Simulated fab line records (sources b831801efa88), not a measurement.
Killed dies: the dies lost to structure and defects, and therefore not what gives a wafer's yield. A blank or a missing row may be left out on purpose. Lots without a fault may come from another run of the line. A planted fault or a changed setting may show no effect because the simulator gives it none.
A lot that was struck, set against a sound lot    flow gf180mcu    14 out of 602 route steps
Sound: these wafers, L555.2, L555.4, L555.5. Struck: wafers L568.2, L568.3, L568.5. Last of all comes the cause.
Each step with rows lists, per side, the tool, then ch with its chambers, then its first start. Under that, the readings that differ: sound wafers    struck wafers    difference of the means    sigmas: that difference in standard deviations of wafers without a fault.
alike: readings with means less than 2 such deviations apart, plus words and numbers identical on both sides. not compared: withheld readings, readings lacking a value on some wafer, bounds such as >300 that could conceal the same value, and numbers that have no deviation in the record and whose values overlap.
The two part at a step that has a row with sigmas, a row that says differs or no value, or rows on one side only. When numbers do not overlap yet have no deviation, they are printed without sigmas and do not part them. A reading that every wafer of one side lacks parts them only if that side has two wafers or more.

first, 4 steps without rows for these wafers: GF_VT_IMPLANT_SOFTBAKE_14 (time 60 s); GF_VT_IMPLANT_EXPOSE_15 (exposes mask Nwell LV AREA, target cd 860 nm); GF_VT_IMPLANT_PEB_16; GF_VT_IMPLANT_DEVELOP_17 (develop time 60 s).
GF_VT_IMPLANT_OVL_MEAS_18:
  sound on overlay-02 at day 8 13:43; struck on overlay-02 at day 11 22:14
  alike: VT_IMPLANT_01_OVL
following that, these wafers have no rows for 1 step: GF_VT_IMPLANT_IMPLANT_19.
GF_VT_IMPLANT_STRIP_20: strips in O2/N2.
  sound on plasma-asher-04 ch 0,1, day 8 13:53; struck on plasma-asher-01 ch 0,1, day 11 22:25
  alike: drypump-motor-current-A, heater-power-w, oes-product-au, platen-temp-c, strip-time-to-endpoint-s
  not compared: rf-hours-counter-h
GF_VT_IMPLANT_TW_MEAS_21:
  sound on film-metro-02 at day 8 14:00; struck on film-metro-04 at day 11 22:31
reading          sound           struck          difference  sigmas
VT_IMPLANT_2_TW  1199 1200 1193  1234 1239 1234  +38         +3
then, 4 steps without rows for these wafers: GF_VT_IMPLANT_DEHYDRATE_22 (time 60 s); GF_VT_IMPLANT_HMDS_23 (prime time 60 s); GF_VT_IMPLANT_COAT_24 (resist thk 1000 nm); GF_VT_IMPLANT_SOFTBAKE_25 (time 60 s).
GF_VT_IMPLANT_EXPOSE_26: exposes mask LVPWELL HV AREA, target cd 860 nm.
  sound on iline-stepper-01 ch 0, day 8 21:36; struck on iline-stepper-02, day 12 08:13
  no value came back on the struck wafers for exposure-dose-mJ-cm2, focus-offset-nm (nm); on the sound wafers exposure-dose-mJ-cm2 reads 140.03 139.82 140.21
  alike: mask
following that, these wafers have no rows for 1 step: GF_VT_IMPLANT_PEB_27.

WHERE THEY PART
First at GF_VT_IMPLANT_TW_MEAS_21; last, within this record, at GF_VT_IMPLANT_EXPOSE_26.

WHY: whatever the simulator had introduced
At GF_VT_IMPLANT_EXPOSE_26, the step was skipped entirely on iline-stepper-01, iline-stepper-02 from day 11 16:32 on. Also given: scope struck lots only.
